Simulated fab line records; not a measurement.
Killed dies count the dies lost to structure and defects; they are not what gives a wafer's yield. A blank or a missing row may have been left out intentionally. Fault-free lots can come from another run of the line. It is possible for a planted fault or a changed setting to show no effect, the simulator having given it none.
The tool behind it: which one? | flow sky130 | 39 wafers from 13 lots sampled at 3 of the route's 708 steps

WHAT THE GAUGES SHOWED, per wafer
SKY_NWELL_OVL_MEAS_23. Usual: NWELL_01_OVL 0.4 nm, standard deviation 1.9.
lot  | measured     | on         | NWELL_01_OVL (nm) | flag
L761 | day 5 09:17  | overlay-02 | 0.6 -1.4 0.6      | 
L763 | day 6 00:39  | overlay-02 | -1.3 -1.2 -0.3    | 
L764 | day 6 01:55  | overlay-02 | -0.3 -0.8 -0.8    | 
L767 | day 6 22:16  | overlay-02 | 2.7 -0.1 2.0      | 
L770 | day 7 15:46  | overlay-02 | -2.9 -0.8 -0.7    | 
L772 | day 8 02:23  | overlay-01 | 1.7 3.0 3.4       | 
L774 | day 8 13:55  | overlay-01 | 1.8 1.1 1.5       | 
L775 | day 8 20:14  | overlay-02 | -1.5 -1.2 -1.4    | 
L777 | day 9 14:17  | overlay-01 | 0.6 -2.1 0.0      | 
L778 | day 9 16:02  | overlay-01 | -0.2 -1.6 0.7     | 
L782 | day 10 23:53 | overlay-02 | -2.5 -0.4 -0.5    | 
L783 | day 11 10:26 | overlay-01 | 5.6 3.8 5.1       | 
L784 | day 11 16:04 | overlay-02 | -0.5 0.5 -0.8     | 

WHICH TOOL RAN EACH LOT (tool, then ch and the chambers of the sampled wafers, then the start)
lot  | SKY_FIELD_ISO_CMP_27         | SKY_DNWELL_EXPOSE_04
L761 | cmp-01 ch 0,1, day 2 09:23   | ilineStepper-01 ch 0, day 2 22:16
L763 | cmp-01 ch 0,1,2, day 2 22:24 | ilineStepper-02 ch 0, day 3 09:35
L764 | cmp-01 ch 0,1, day 3 00:33   | ilineStepper-01 ch 0, day 3 11:20
L767 | cmp-02 ch 0,1,2, day 3 19:17 | ilineStepper-01 ch 0, day 4 06:01
L770 | cmp-01 ch 1,2, day 4 08:10   | ilineStepper-02 ch 0, day 4 20:26
L772 | cmp-02 ch 0,1,3, day 4 17:59 | ilineStepper-01 ch 0, day 5 05:46
L774 | cmp-01 ch 0,2,3, day 5 05:05 | ilineStepper-02 ch 0, day 5 16:24
L775 | cmp-01 ch 0,3, day 5 11:32   | ilineStepper-02 ch 0, day 5 22:42
L777 | cmp-02 ch 0,2,3, day 6 01:01 | ilineStepper-02 ch 0, day 6 12:52
L778 | cmp-01 ch 1,3, day 6 03:57   | ilineStepper-01 ch 0, day 6 15:41
L782 | cmp-02 ch 0,1,3, day 7 01:09 | ilineStepper-02 ch 0, day 7 18:08
L783 | cmp-02 ch 2,3, day 7 10:55   | ilineStepper-02 ch 0, day 8 03:03
L784 | cmp-01 ch 1,2,3, day 7 18:34 | ilineStepper-01 ch 0, day 8 09:01
- SKY_FIELD_ISO_CMP_27: polishes, stops on Si3N4, t overpolish 16 s, target thk 457.8 nm.
- SKY_DNWELL_EXPOSE_04: exposes mask DNM, target cd 3000 nm.

AS READ BY THE TOOLS THEMSELVES (means over the sampled wafers that have a number; for cases with no such wafer, the mark the record gives instead)
SKY_FIELD_ISO_CMP_27. Usual: motorCurrentA 12.8 A, standard deviation 0.68; overpolishRunS 16.000 s, standard deviation 0.0086; timeToEndpointS 107 s, standard deviation 4.3.
lot  | tool   | motorCurrentA (A) | overpolishRunS (s) | timeToEndpointS (s) | flag
L761 | cmp-01 | 12.6              | 16.002             | 104                 | 
L763 | cmp-01 | 12.8              | 16.005             | 105                 | 
L764 | cmp-01 | 13.0              | 16.005             | 102                 | 
L767 | cmp-02 | 12.3              | 15.996             | 110                 | 
L770 | cmp-01 | 13.3              | 16.006             | 103                 | 
L772 | cmp-02 | 12.6              | 15.995             | 108                 | 
L774 | cmp-01 | 13.0              | 16.000             | 104                 | 
L775 | cmp-01 | 12.7              | 16.001             | 102                 | 
L777 | cmp-02 | 12.4              | 15.999             | 112                 | 
L778 | cmp-01 | 12.8              | 15.994             | 103                 | 
L782 | cmp-02 | 12.4              | 15.997             | 110                 | 
L783 | cmp-02 | 12.1              | 16.003             | 114                 | 
L784 | cmp-01 | 12.7              | 16.003             | 106                 | 

SKY_DNWELL_EXPOSE_04. Usual: stageVelMmS 499.99 mm/s, standard deviation 0.21.
lot  | tool            | stageVelMmS (mm/s) | flag
L761 | ilineStepper-01 | 500.38             | 
L763 | ilineStepper-02 | 499.97             | 
L764 | ilineStepper-01 | 500.01             | 
L767 | ilineStepper-01 | 499.87             | 
L770 | ilineStepper-02 | 500.04             | 
L772 | ilineStepper-01 | 500.10             | 
L774 | ilineStepper-02 | 500.18             | 
L775 | ilineStepper-02 | 499.75             | 
L777 | ilineStepper-02 | 499.94             | 
L778 | ilineStepper-01 | 500.04             | 
L782 | ilineStepper-02 | 499.94             | 
L783 | ilineStepper-02 | 499.94             | 
L784 | ilineStepper-01 | 499.94             | 

THE ANSWER, worked out from the rows above alone
Rule: a lot counts as off when the mean over its wafers that have a number is more than 3 standard deviations away from the usual mean. A lot without any number at a reading at which 4 lots or more have one is off too. The other lots that the step has rows for count as sound. After the gauges, taken in route order, come the tools' own readings; for these a lot's mean is taken, as printed above. The first step at which some lot is off is used, and at that step the reading that is off furthest; a lot without a number counts as furthest.
Across all readings shown, no lot is off: no conclusion can be drawn from this.

WHAT HAD BEEN PUT IN BY THE SIMULATOR
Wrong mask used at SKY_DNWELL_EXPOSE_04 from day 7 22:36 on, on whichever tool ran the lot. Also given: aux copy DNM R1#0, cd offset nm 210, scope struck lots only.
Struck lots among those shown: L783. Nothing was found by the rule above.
